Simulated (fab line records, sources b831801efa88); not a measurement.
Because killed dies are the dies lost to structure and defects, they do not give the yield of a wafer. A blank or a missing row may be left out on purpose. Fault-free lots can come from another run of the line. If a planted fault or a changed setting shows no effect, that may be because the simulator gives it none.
The same fault as seen by 2 desks :: flow sfq_line :: numbers are kept per desk, each desk with only its own; the story behind them comes last

== FROM THE METROLOGY DESK ==
Means of the sampled wafers that have a number, per lot and without regard to the tool the lot ran on: this is what the gauges read. A lot is out of limits, marked OUT, if its mean lies more than 4 standard deviations from the usual mean; the brackets give that distance.
Columns: A = M3_NB_RS at SFQ_M3_RS_MEAS_919, usual 0.889 ohm/sq; B = M3_OVL at SFQ_M3_OVL_MEAS_921, usual -2 nm
lot: L708
first seen here: day 21 20:19
A: 0.891
B: 0

lot: L712
first seen here: day 23 16:30
A: 0.886
B: -7

lot: L718
first seen here: day 27 00:51
A: 0.896
B: -6

lot: L720
first seen here: day 27 17:39
A: 0.898
B: -13

lot: L721
first seen here: day 27 20:03
A: 0.897
B: 13

lot: L729
first seen here: day 30 09:37
A: 0.889
B: -7
Result from this desk: across the 6 lots, nothing is out of limits.

== FOR THE TOOL OWNER'S DESK: rie_metal-01 ==
The tool's own readings at SFQ_TRILAYER_M3_BARC_OPEN_METAL_ETCH_100 (etches BARC in O2, target depth 125 nm, time 41.7 s): means of the sampled wafers that have a number, for each lot that ran on this tool. A lot is out of limits, marked OUT, if its mean lies more than 4 standard deviations from the usual mean; the brackets give that distance.
Columns: A = bias_w at SFQ_TRILAYER_M3_BARC_OPEN_METAL_ETCH_100, usual 80.00 W; B = chamber_pressure_mTorr at SFQ_TRILAYER_M3_BARC_OPEN_METAL_ETCH_100, usual 9.999 mTorr; C = drypump_motor_current_A at SFQ_TRILAYER_M3_BARC_OPEN_METAL_ETCH_100, usual 5.9 A; D = oes_product_au at SFQ_TRILAYER_M3_BARC_OPEN_METAL_ETCH_100, usual 0.685 a.u.; E = run_length_s at SFQ_TRILAYER_M3_BARC_OPEN_METAL_ETCH_100, usual 70.0 s
lot: L708
first seen here: day 26 05:09
A: 80.24
B: 10.003
C: 6.3
D: 0.685
E: 69.6

lot: L712
first seen here: day 29 08:34
A: 79.77
B: 9.998
C: 6.5
D: 0.686
E: 69.5

lot: L718
first seen here: day 33 00:41
A: -
B: 9.992
C: 6.2
D: 0.866 (+39) OUT
E: 58.5 (-13) OUT

lot: L720
first seen here: day 33 23:27
A: -
B: 10.001
C: 6.2
D: 0.869 (+40) OUT
E: 58.6 (-13) OUT
This desk's finding: out of limits on L718, L720; first on L718, day 33 00:41 (oes_product_au at SFQ_TRILAYER_M3_BARC_OPEN_METAL_ETCH_100). L708, L712: within limits.

== TAKEN TOGETHER ==
The tool owner's desk could have raised an alarm at day 33 00:41, on L718, L720.
The metrology desk saw nothing out of limits.
The metrology desk has L718, L720 on record, within its limits.
SFQ_TRILAYER_M3_BARC_OPEN_METAL_ETCH_100 was run on rie_metal-01 by each of the lots named.

== WHAT HAD BEEN PUT IN BY THE SIMULATOR ==
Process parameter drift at SFQ_TRILAYER_M3_BARC_OPEN_METAL_ETCH_100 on rie_metal-01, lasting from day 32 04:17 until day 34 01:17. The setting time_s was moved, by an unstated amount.
Shown lots that were struck: L718, L720.
Time in hours from fault onset to the first out-of-limits reading at each desk: the tool owner's desk, 20.
